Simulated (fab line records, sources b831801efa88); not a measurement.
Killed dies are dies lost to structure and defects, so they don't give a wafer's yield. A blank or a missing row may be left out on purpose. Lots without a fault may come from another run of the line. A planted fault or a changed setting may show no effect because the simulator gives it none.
Which tool did it? | flow gf180mcu | 12 lots, 36 wafers sampled, at 4 steps of a route of 602

WHAT THE GAUGES READ, wafer by wafer
GF_POLY_GATE_THK_MEAS_17.
lot  | measured     | on            | POLY_GATE_OXIDATION_THK (nm)
L522 | day 9 17:23  | film_metro-02 | 4.15 4.10 4.14
L523 | day 10 01:34 | film_metro-02 | 4.06 4.01 4.06
L525 | day 10 20:35 | film_metro-03 | 3.96 4.05 4.07
L526 | day 11 05:20 | film_metro-02 | 4.04 4.03 4.12
L527 | day 11 10:32 | film_metro-01 | 3.91 3.95 3.99
L529 | day 12 02:01 | film_metro-02 | 4.10 4.09 3.98
L531 | day 12 13:46 | film_metro-02 | 4.00 3.98 4.04
L533 | day 13 03:07 | film_metro-02 | 3.88 4.01 3.96
L537 | day 14 07:17 | film_metro-01 | 3.91 4.04 3.99
L539 | day 14 22:46 | film_metro-03 | 3.95 4.13 4.02
L542 | day 15 18:53 | film_metro-03 | 3.83 3.83 3.88
L543 | day 16 13:00 | film_metro-01 | 4.03 4.02 4.01

WHICH TOOL RAN EACH LOT (tool, then ch and the chambers of the sampled wafers, then the start)
lot  | GF_LVPWELL_COAT_02               | GF_LVPWELL_STRIP_10                 | GF_VT_IMPLANT_SOFTBAKE_14
L522 | litho_track-02 ch 0, day 4 00:58 | plasma_asher-03 ch 0,1, day 4 08:21 | litho_track-01 ch 0, day 6 10:07
L523 | litho_track-03 ch 0, day 4 04:46 | plasma_asher-03 ch 0,1, day 4 11:57 | litho_track-04 ch 0, day 6 15:03
L525 | litho_track-02 ch 0, day 4 19:25 | plasma_asher-02 ch 0,1, day 5 02:32 | litho_track-03 ch 0, day 7 06:46
L526 | litho_track-01 ch 0, day 5 00:01 | plasma_asher-03 ch 0,1, day 5 07:14 | litho_track-04 ch 0, day 7 12:03
L527 | litho_track-03 ch 0, day 5 05:43 | plasma_asher-03 ch 0,1, day 5 13:56 | litho_track-03 ch 0, day 7 19:31
L529 | litho_track-01 ch 0, day 5 16:11 | plasma_asher-03 ch 0,1, day 5 23:48 | litho_track-04 ch 0, day 8 07:13
L531 | litho_track-02 ch 0, day 6 03:28 | plasma_asher-02 ch 0,1, day 6 11:24 | litho_track-03 ch 0, day 8 19:40
L533 | litho_track-02 ch 0, day 6 11:04 | plasma_asher-04 ch 0,1, day 6 19:32 | litho_track-03 ch 0, day 9 04:55
L537 | litho_track-01 ch 0, day 7 12:38 | plasma_asher-02 ch 0,1, day 7 20:53 | litho_track-04 ch 0, day 10 08:31
L539 | litho_track-03 ch 0, day 7 23:31 | plasma_asher-03 ch 0, day 8 08:59   | litho_track-03 ch 0, day 10 22:10
L542 | litho_track-03 ch 0, day 8 14:50 | plasma_asher-04 ch 1, day 8 23:39   | litho_track-03 ch 0, day 11 15:32
L543 | litho_track-01 ch 0, day 9 01:52 | plasma_asher-02 ch 1, day 9 10:48   | litho_track-01 ch 0, day 12 02:40
- GF_LVPWELL_COAT_02: resist thk 3000 nm.
- GF_LVPWELL_STRIP_10: strips in O2/N2.
- GF_VT_IMPLANT_SOFTBAKE_14: time 61.43 s.

WHAT THE TOOLS THEMSELVES READ (means of the sampled wafers that have a number; where no wafer has one, the mark that the record gives instead)
GF_LVPWELL_COAT_02.
lot  | tool           | chill_plate_temp_C (C)
L522 | litho_track-02 | 23.02
L523 | litho_track-03 | 23.02
L525 | litho_track-02 | 22.99
L526 | litho_track-01 | 23.03
L527 | litho_track-03 | 22.88
L529 | litho_track-01 | 22.97
L531 | litho_track-02 | 22.85
L533 | litho_track-02 | 22.98
L537 | litho_track-01 | 23.05
L539 | litho_track-03 | 22.94
L542 | litho_track-03 | 23.08
L543 | litho_track-01 | 23.04

GF_LVPWELL_STRIP_10.
lot  | tool            | drypump_motor_current_A (A) | heater_power_w (W) | oes_product_au (a.u.) | strip_time_to_endpoint_s (s)
L522 | plasma_asher-03 | 5.4                         | 344                | 0.722                 | 36.90
L523 | plasma_asher-03 | 5.1                         | 419                | 0.724                 | 37.05
L525 | plasma_asher-02 | 5.5                         | 345                | 0.725                 | 36.93
L526 | plasma_asher-03 | 5.1                         | 407                | 0.725                 | 37.14
L527 | plasma_asher-03 | 5.1                         | 416                | 0.723                 | 36.88
L529 | plasma_asher-03 | 5.2                         | 410                | 0.725                 | 37.03
L531 | plasma_asher-02 | 5.5                         | 350                | 0.725                 | 44.96
L533 | plasma_asher-04 | 5.3                         | 347                | 0.722                 | 45.10
L537 | plasma_asher-02 | 5.5                         | 356                | 0.723                 | 36.96
L539 | plasma_asher-03 | 5.6                         | 272                | 0.725                 | 37.11
L542 | plasma_asher-04 | 6.4                         | 352                | 0.722                 | 37.00
L543 | plasma_asher-02 | 5.2                         | 393                | 0.724                 | 36.93

GF_VT_IMPLANT_SOFTBAKE_14.
lot  | tool           | chill_plate_temp_C (C) | plate_sensor_t_centre_C (C) | plate_sensor_t_edge_C (C)
L522 | litho_track-01 | 23.00                  | 90.754                      | 90.829
L523 | litho_track-04 | 22.83                  | 90.756                      | 90.834
L525 | litho_track-03 | 23.11                  | 90.759                      | 90.826
L526 | litho_track-04 | 23.01                  | 90.753                      | 90.818
L527 | litho_track-03 | 23.24                  | 90.762                      | 90.826
L529 | litho_track-04 | 23.13                  | 90.763                      | 90.829
L531 | litho_track-03 | 23.05                  | 90.754                      | 90.823
L533 | litho_track-03 | 22.86                  | 90.762                      | 90.831
L537 | litho_track-04 | 22.92                  | 90.761                      | 90.821
L539 | litho_track-03 | 23.03                  | 90.748                      | 90.826
L542 | litho_track-03 | 23.00                  | 90.766                      | 90.823
L543 | litho_track-01 | 22.97                  | 90.757                      | 90.838

THE ANSWER, worked out from the rows above alone
Rule: what is usual is taken from the lots themselves. Put in order of their means at a reading, lots are off if they are a third of the lots or fewer, leave a main group of 4 or more, and stand apart from it by a gap of 3 or more times the standard deviation of the main group's means; of several such gaps the widest counts. A main group whose means are all the same, to the digits that the tables above print for the reading, isn't used. A lot without any number at a reading at which 4 lots or more have one is off too. The other lots that the step has rows for count as sound. The gauges are gone through in route order, then the tools' own readings, and for those a lot's mean is taken as printed above. The first step at which some lot is off is used, and at that step the reading that is off furthest; a lot without a number counts as furthest.
Off: L531, L533, at GF_LVPWELL_STRIP_10 (strip_time_to_endpoint_s). The main group: mean 36.99 s, standard deviation 0.084.
A tool fits if, at that step or a process step before it, it ran every lot that is off, and no sound lot after the first of them. One fits: litho_track-02 at GF_LVPWELL_COAT_02. Its last sound lot is L525 (day 4 19:25), its first lot that is off L531 (day 6 03:28): a fault that began between those two fits.

WHAT THE SIMULATOR HAD PUT IN
Process parameter drift: litho_track-02, from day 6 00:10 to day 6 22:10, at GF_LVPWELL_COAT_02. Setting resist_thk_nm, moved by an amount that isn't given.
Lots struck among those shown: L531, L533. The rule above found the same.
